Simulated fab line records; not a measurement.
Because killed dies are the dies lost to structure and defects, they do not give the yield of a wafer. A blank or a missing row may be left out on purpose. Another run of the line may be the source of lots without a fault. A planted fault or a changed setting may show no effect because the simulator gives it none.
Struck lot and sound lot, side by side / flow sky130 / 26 steps out of a route of 708
Sound: wafers L910.1, L910.2, L910.6. Struck: wafer L914.5 (left out: L914.2, a lot-mate that was not struck); the cause follows at the end.
Each step with rows lists, per side, the tool, then ch with its chambers, then its first start. Under that, the readings that differ: sound wafers / struck wafers / difference of the means / sigmas: that difference in standard deviations of wafers without a fault.
alike: words and numbers the same on both sides, and readings whose means are apart by under 2 such deviations; not compared: readings that were withheld, readings missing a value for some wafer, numbers with overlapping values and no deviation given by the record, and bounds like >300 which may hide the same value.
The two part at a step that has a row with sigmas, a row that says differs or no value, or rows on one side only. Numbers that don't overlap but have no deviation are shown without sigmas and don't part them. A reading missing from all wafers of one side parts the sides only when that side holds two or more wafers.

first, 8 steps without rows for these wafers: SKY_FIELD_ISO_DEHYDRATE_05 (time 60 s); SKY_FIELD_ISO_HMDS_06 (prime time 60 s); SKY_FIELD_ISO_COAT_07 (resist thk 60 nm); SKY_FIELD_ISO_COAT_08 (resist thk 450 nm); SKY_FIELD_ISO_SOFTBAKE_09 (time 90 s); SKY_FIELD_ISO_EXPOSE_10 (exposes mask FOM, target cd 150 nm); SKY_FIELD_ISO_PEB_11; SKY_FIELD_ISO_DEVELOP_12 (develop time 60 s).
SKY_FIELD_ISO_CD_MEAS_13 targets a cd of 150 nm.
  sound on cd-sem-02, day 3 14:00; struck on cd-sem-01, day 4 09:31
  alike: cd-nm
SKY_FIELD_ISO_ETCH_14: etches BARC in N2/H2, stops on SiO2, time 45.9 s, target depth 60 nm.
  sound on rie-diel-04 ch 0,1,2, day 3 14:07; struck on rie-diel-02 ch 2, day 4 09:37
  alike: chamber-pressure-mTorr, drypump-motor-current-A, n2-flow-sccm, oes-product-au, run-length-s, throttle-valve-pct
  not compared: rf-hours-counter-h
SKY_FIELD_ISO_ETCH_15: etches the open film in CHF3/O2, stops on Si, target depth 180 nm, time 72 s.
  sound on rie-diel-04 ch 0,1,2, day 3 14:10; struck on rie-diel-02 ch 2, day 4 09:40
reading=throttle-valve-pct (%); sound=8.824 8.829 8.850; struck=8.854; difference=+0.020; sigmas=+2
  alike: chamber-pressure-mTorr, chf3-flow-sccm, drypump-motor-current-A, oes-product-au, run-length-s
  not compared: rf-hours-counter-h
SKY_FIELD_ISO_STRIP_16: strips in O2/N2.
  sound on plasma-asher-02 ch 0,1, day 3 14:13; struck on plasma-asher-04 ch 1, day 4 09:43
  alike: chamber-pressure-mTorr, drypump-motor-current-A, n2-flow-sccm, oes-product-au, strip-time-to-endpoint-s
  not compared: rf-hours-counter-h
SKY_FIELD_ISO_ETCH_17: etches Si in HBr/Cl2/O2, target depth 342 nm, time 97.7 s.
  sound on rie-si-02 ch 1,3, day 3 14:19; struck on rie-si-01 ch 0, day 4 09:49
reading=chamber-pressure-mTorr (mTorr); sound=15.014 15.012 14.972; struck=15.030; difference=+0.031; sigmas=+2
reading=run-length-s (s); sound=125.5 126.4 127.0; struck=90.8; difference=-35.5; sigmas=-79
reading=model.etch.depth-nm (nm); sound=341.3 337.4 334.6; struck=219.8; difference=-118.0; sigmas=
reading=model.FIELD_ISO.feature-depth-nm (nm); sound=341.3 337.4 334.6; struck=219.8; difference=-118.0; sigmas=
reading=model.Si3N4_of_FIELD_ISO_CVD_03.thk-nm (nm); sound=151.5 150.8 151.2; struck=153.4; difference=+2.2; sigmas=
  alike: drypump-motor-current-A, he-backside-leak-sccm, oes-product-au, throttle-valve-pct
  not compared: rf-hours-counter-h
then, 5 steps without rows for these wafers: SKY_FIELD_ISO_WET_ETCH_18 (etches Si3N4 in H3PO4, target depth 25 nm, time 286 s); SKY_FIELD_ISO_CLEAN_19 (cleans in SC1/SC2, time 150 s); SKY_FIELD_ISO_CLEAN_20 (cleans in dHF, time 20 s); SKY_FIELD_ISO_WET_ETCH_21 (etches SiO2 in dHF, target depth 20 nm, time 400 s); SKY_FIELD_ISO_OXIDATION_22 (stabilise 600 s, purge 300 s, target thk 10 nm).
SKY_FIELD_ISO_THK_MEAS_23:
  sound on film-metro-01, day 3 15:50; struck on film-metro-01, day 4 11:55
  alike: FIELD_ISO_OXIDATION_01_THK
then, 1 step without rows for these wafers: SKY_FIELD_ISO_CVD_24 (deposits SiO2, target thk 595 nm, time 99.2 s).
SKY_FIELD_ISO_THK_MEAS_25:
  sound on film-metro-02, day 3 15:58; struck on film-metro-03, day 4 12:02
  alike: FIELD_ISO_CVD_24_THK
then, 1 step without rows for these wafers: SKY_FIELD_ISO_ANNEAL_26 (time 1800 s).
SKY_FIELD_ISO_CMP_27: polishes, stops on Si3N4, t overpolish 16 s, target thk 457.8 nm.
  sound on cmp-01 ch 1,2,3, day 3 17:37; struck on cmp-01 ch 1, day 4 13:35
  alike: motor-current-A, overpolish-run-s, retaining-ring-pressure-frac, time-to-endpoint-s
SKY_FIELD_ISO_WET_ETCH_28: etches SiO2 in dHF, target depth 23.7 nm, time 47 s.
  sound on wet-bench-04 ch 3, day 3 17:49; struck on wet-bench-03 ch 2, day 4 13:53
reading=model.Si3N4_of_FIELD_ISO_CVD_03.thk-nm (nm); sound=121 120.3 120.7; struck=121.5; difference=+0.8; sigmas=
  alike: run-length-s, temp-c
then, 1 step without rows for these wafers: SKY_FIELD_ISO_WET_ETCH_29 (etches Si3N4 in H3PO4, target depth 160 nm, time 1825 s).
-- the record jumps here: 44 days lie between the struck wafers' starts before and after (it left off in module FIELD_ISO and takes up again in module PAD_OPEN, whose first step shown is number 708 of the route) --
SKY_PAD_OPEN_PROBE_99:
  sound on prober-02, day 47 05:43; struck on prober-01, day 48 04:45
reading=model.etest.res_p_drift_20v.line-ohm-um; sound=1.224e+04 1.185e+04 1.159e+04; struck=7718; difference=-4175; sigmas=
reading=model.etest.pfet_16v.r-on-ohm-um; sound=1.514e+04 1.498e+04 1.489e+04; struck=1.239e+04; difference=-2.613e+03; sigmas=
reading=model.etest.res_p_drift_20v.rs-ohm-sq; sound=1.018e+04 9850 9788; struck=6499; difference=-3440; sigmas=
reading=model.etest.res-iso-pwell.rs-ohm-sq; sound=2873 2786 2749; struck=1832; difference=-971; sigmas=
reading=model.etest.nfet_16v.r-on-ohm-um; sound=1.38e+04 1.392e+04 1.371e+04; struck=1.354e+04; difference=-2.700e+02; sigmas=
reading=model.etest.res-iso-pwell.line-ohm-um; sound=1075 1033 1010; struck=695.5; difference=-343.8; sigmas=
reading=model.etest.res-nwell.line-ohm-um; sound=1177 1160 1154; struck=879.2; difference=-284.5; sigmas=
reading=model.etest.res-nwell.rs-ohm-sq; sound=990.4 962.3 955.6; struck=710.4; difference=-259.0; sigmas=

## WHERE THEY PART
At SKY_FIELD_ISO_ETCH_15 first; at SKY_FIELD_ISO_ETCH_17 last (within this record only). Later steps at which nothing parts them and some readings are alike: SKY_FIELD_ISO_THK_MEAS_23, SKY_FIELD_ISO_THK_MEAS_25, SKY_FIELD_ISO_CMP_27, SKY_FIELD_ISO_WET_ETCH_28.

WHY: what the simulator had put in
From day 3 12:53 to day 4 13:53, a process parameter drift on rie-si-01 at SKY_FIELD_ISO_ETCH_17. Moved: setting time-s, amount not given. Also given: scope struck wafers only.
